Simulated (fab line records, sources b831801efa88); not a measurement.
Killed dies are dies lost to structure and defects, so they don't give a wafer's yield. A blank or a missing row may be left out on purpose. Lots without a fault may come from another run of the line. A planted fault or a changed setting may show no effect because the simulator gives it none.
Chamber matching | flow gf180mcu | GF_STI_ETCH_14 on rie_si-02: 4 sister chambers
The step etches Si in HBr/Cl2/O2, target depth 360 nm, time 102.9 s. 8 wafers are shown with their chamber, then 6 later ones without.

WAFERS WITH THEIR CHAMBER
wafer  | chamber | rf_fwd_power_W (W) | throttle_valve_pct (%)
L860.4 | 2       | 592.6              | 25.670
L861.1 | 2       | 594.6              | 25.664
L861.2 | 3       | 597.0              | 25.664
L865.2 | 1       | 601.4              | 25.650
L865.4 | 0       | 598.6              | 25.654
L871.2 | 3       | 591.7              | 25.655
L871.4 | 1       | 598.5              | 25.649
L871.6 | 0       | 598.6              | 25.665

WAFERS WITHOUT THEIR CHAMBER
wafer  | rf_fwd_power_W (W) | throttle_valve_pct (%)
L872.3 | 597.0              | 25.655
L872.4 | 597.1              | 25.665
L872.5 | 598.8              | 25.656
L873.3 | 595.8              | 25.663
L873.5 | 596.1              | 25.684
L873.6 | 595.9              | 25.666

WHICH CHAMBER EACH WENT THROUGH
wafer  | from the rows above               | in truth
L872.3 | can't be placed: 0 or 3 or 1 or 2 | 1
L872.4 | can't be placed: 0 or 3 or 2 or 1 | 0
L872.5 | can't be placed: 0 or 1 or 3      | 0
L873.3 | can't be placed: 3 or 2 or 0      | 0
L873.5 | can't be placed: 2 or 3 or 0      | 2
L873.6 | can't be placed: 2 or 3 or 0      | 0
Placed correctly: 0 of 6. Can't be placed from these rows: 6 (the true chamber is among the candidates in 6). Placed wrongly: 0.
How it was worked out, from the rows above alone: a wafer's distance from a chamber is the root of the sum, over the readings, of the square of ((its reading less the chamber's mean) divided by the reading's scatter). The wafer belongs to the nearest chamber; if the next one is less than 2 further off, it can't be placed. A chamber's mean is the mean of its shown wafers. The scatter: the root of (the sum of the squares of (reading less its chamber's mean) over the shown wafers, divided by (wafers less chambers)).
